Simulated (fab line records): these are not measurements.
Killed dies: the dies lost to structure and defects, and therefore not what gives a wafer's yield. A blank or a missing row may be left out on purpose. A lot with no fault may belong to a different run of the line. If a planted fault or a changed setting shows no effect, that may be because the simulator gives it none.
Which tool did it? -- flow sky130 -- 14 lots, 42 wafers sampled, at 4 steps of a route of 708

WHAT THE GAUGES SHOWED, per wafer
SKY_LDD_HVP_OVL_MEAS_07. Usual: LDD_HVP_OVL typically reads 0.0 nm, with standard deviation 1.4.
lot,measured,on,LDD_HVP_OVL (nm),flag
L823,day 22 05:04,overlay-02,-0.5 -0.6 -0.2,
L824,day 22 19:10,overlay-01,1.0 1.2 1.1,
L825,day 22 22:12,overlay-01,1.3 1.5 2.7,
L831,day 25 09:10,overlay-02,- - -,OFF
L832,day 25 15:16,overlay-01,- - -,OFF
L833,day 25 20:33,overlay-02,0.7 -0.8 1.4,
L836,day 26 21:57,overlay-01,-0.2 1.6 0.6,
L838,day 27 15:40,overlay-02,1.3 0.3 -0.2,
L839,day 28 05:48,overlay-01,0.3 -0.9 -1.9,
L841,day 28 12:59,overlay-02,0.7 1.5 -1.3,
L842,day 28 16:46,overlay-02,-2.5 -1.3 -1.1,
L843,day 29 06:36,overlay-02,-0.3 0.0 -0.1,
L845,day 29 20:13,overlay-02,-2.7 -2.4 -3.0,
L846,day 29 22:52,overlay-02,0.3 0.6 0.7,

WHAT TOOL EACH LOT RAN ON (gives the tool, then ch and the chambers of the sampled wafers, and finally the start)
lot,SKY_LDD_N_STRIP_16,SKY_LDD_HVN_STRIP_09,SKY_LDD_HVP_COAT_02
L823,"plasma_asher-01 ch 0,1, day 18 07:57","plasma_asher-02 ch 0,1, day 20 22:06","litho_track-01 ch 0, day 21 14:04"
L824,"plasma_asher-02 ch 0,1, day 18 21:10","plasma_asher-01 ch 0,1, day 21 12:15","litho_track-04 ch 0, day 22 02:51"
L825,"plasma_asher-01 ch 0, day 19 00:12","plasma_asher-02 ch 0, day 21 14:57","litho_track-02 ch 0, day 22 06:01"
L831,"plasma_asher-03 ch 0,1, day 21 12:59","plasma_asher-02 ch 0,1, day 24 03:18","litho_track-04, day 24 17:54"
L832,"plasma_asher-02 ch 0,1, day 21 19:05","plasma_asher-01 ch 0,1, day 24 08:59","litho_track-02, day 24 23:47"
L833,"plasma_asher-01 ch 0,1, day 22 01:09","plasma_asher-04 ch 0,1, day 24 14:27","litho_track-02 ch 0, day 25 05:35"
L836,"plasma_asher-01 ch 0,1, day 23 02:11","plasma_asher-04 ch 0,1, day 25 15:48","litho_track-02 ch 0, day 26 06:19"
L838,"plasma_asher-03 ch 0,1, day 23 20:48","plasma_asher-01 ch 0,1, day 26 09:26","litho_track-04 ch 0, day 27 01:07"
L839,"plasma_asher-01 ch 0, day 24 11:56","plasma_asher-04 ch 0, day 27 00:39","litho_track-02 ch 0, day 27 15:05"
L841,"plasma_asher-01 ch 0,1, day 24 17:50","plasma_asher-01 ch 0,1, day 27 07:34","litho_track-04 ch 0, day 27 22:12"
L842,"plasma_asher-02 ch 0,1, day 24 22:18","plasma_asher-04 ch 0, day 27 11:03","litho_track-01 ch 0, day 28 02:12"
L843,"plasma_asher-01 ch 0,1, day 25 13:24","plasma_asher-04 ch 0,1, day 28 01:33","litho_track-02 ch 0, day 28 16:10"
L845,"plasma_asher-01 ch 0,1, day 26 03:25","plasma_asher-04 ch 0,1, day 28 16:05","litho_track-02 ch 0, day 29 05:52"
L846,"plasma_asher-02 ch 0,1, day 26 06:06","plasma_asher-02 ch 0,1, day 28 18:02","litho_track-01 ch 0, day 29 08:58"
- SKY_LDD_N_STRIP_16: strips in O2/N2.
- SKY_LDD_HVN_STRIP_09: strips in O2/N2.
- SKY_LDD_HVP_COAT_02: resist thk 300 nm.

AS READ BY THE TOOLS THEMSELVES (means over the sampled wafers that have a number; for cases with no such wafer, the mark the record gives instead)
SKY_LDD_N_STRIP_16. Usual: drypump_motor_current_A 5.5 A, standard deviation 0.31; oes_product_au 0.406 a.u., standard deviation 0.0045; strip_time_to_endpoint_s 4.315 s, standard deviation 0.014.
lot,tool,drypump_motor_current_A (A),oes_product_au (a.u.),strip_time_to_endpoint_s (s),flag
L823,plasma_asher-01,5.5,0.405,4.308,
L824,plasma_asher-02,5.8,0.406,4.310,
L825,plasma_asher-01,5.2,0.406,4.309,
L831,plasma_asher-03,5.3,0.407,4.313,
L832,plasma_asher-02,5.9,0.403,4.314,
L833,plasma_asher-01,5.4,0.408,4.296,
L836,plasma_asher-01,5.4,0.409,4.319,
L838,plasma_asher-03,5.3,0.407,4.324,
L839,plasma_asher-01,5.2,0.405,4.294,
L841,plasma_asher-01,5.3,0.407,4.317,
L842,plasma_asher-02,6.0,0.404,4.309,
L843,plasma_asher-01,5.5,0.407,4.311,
L845,plasma_asher-01,5.6,0.407,4.330,
L846,plasma_asher-02,5.9,0.409,4.319,

SKY_LDD_HVN_STRIP_09. Usual: drypump_motor_current_A 5.8 A, standard deviation 0.35; oes_product_au 0.409 a.u., standard deviation 0.0042; strip_time_to_endpoint_s 4.134 s, standard deviation 0.014.
lot,tool,drypump_motor_current_A (A),oes_product_au (a.u.),strip_time_to_endpoint_s (s),flag
L823,plasma_asher-02,5.8,0.406,4.131,
L824,plasma_asher-01,5.6,0.404,4.142,
L825,plasma_asher-02,5.6,0.414,4.143,
L831,plasma_asher-02,5.8,0.411,4.154,
L832,plasma_asher-01,5.5,0.409,4.132,
L833,plasma_asher-04,6.0,0.407,4.105,
L836,plasma_asher-04,5.8,0.405,4.139,
L838,plasma_asher-01,5.6,0.409,4.139,
L839,plasma_asher-04,5.6,0.408,4.120,
L841,plasma_asher-01,5.6,0.408,4.118,
L842,plasma_asher-04,5.6,0.410,4.137,
L843,plasma_asher-04,5.8,0.412,4.146,
L845,plasma_asher-04,5.8,0.412,4.144,
L846,plasma_asher-02,5.9,0.409,4.143,

SKY_LDD_HVP_COAT_02. Usual: chill_plate_temp_C 23.01 C, standard deviation 0.12; dispense_pressure_kPa 45.9 kPa, standard deviation 2.2.
lot,tool,chill_plate_temp_C (C),dispense_pressure_kPa (kPa),flag
L823,litho_track-01,22.85,45.2,
L824,litho_track-04,22.96,49.3,
L825,litho_track-02,23.09,43.9,
L831,litho_track-04,-,-,OFF
L832,litho_track-02,-,-,OFF
L833,litho_track-02,23.00,43.9,
L836,litho_track-02,23.06,44.0,
L838,litho_track-04,23.02,49.2,
L839,litho_track-02,23.00,44.0,
L841,litho_track-04,22.85,49.2,
L842,litho_track-01,23.06,45.3,
L843,litho_track-02,23.06,43.9,
L845,litho_track-02,22.97,44.0,
L846,litho_track-01,23.04,45.3,

THE ANSWER, worked out from the rows above alone
Rule: a lot is off if the mean of its wafers that have a number lies more than 3 standard deviations from the usual mean. A lot without any number at a reading at which 4 lots or more have one is off too. All remaining lots with rows at the step are treated as sound. First the gauges in route order, then the tools' own readings, where a lot's mean is used as printed above. The first step at which some lot is off is used, and at that step the reading that is off furthest; a lot without a number counts as furthest.
Off: L831, L832, seen at SKY_LDD_HVP_OVL_MEAS_07 (LDD_HVP_OVL). Without a number there: L831, L832.
If a tool, at a process step before that reading, ran all the lots that are off and no sound lot after the first of them, it fits. The gauges at SKY_LDD_HVP_OVL_MEAS_07 aren't tried: what is off there is off at SKY_LDD_HVP_COAT_02 too, on other tools, and a gauge's error can't cause that. Not one of the candidates tried fits.

WHAT THE SIMULATOR PUT IN
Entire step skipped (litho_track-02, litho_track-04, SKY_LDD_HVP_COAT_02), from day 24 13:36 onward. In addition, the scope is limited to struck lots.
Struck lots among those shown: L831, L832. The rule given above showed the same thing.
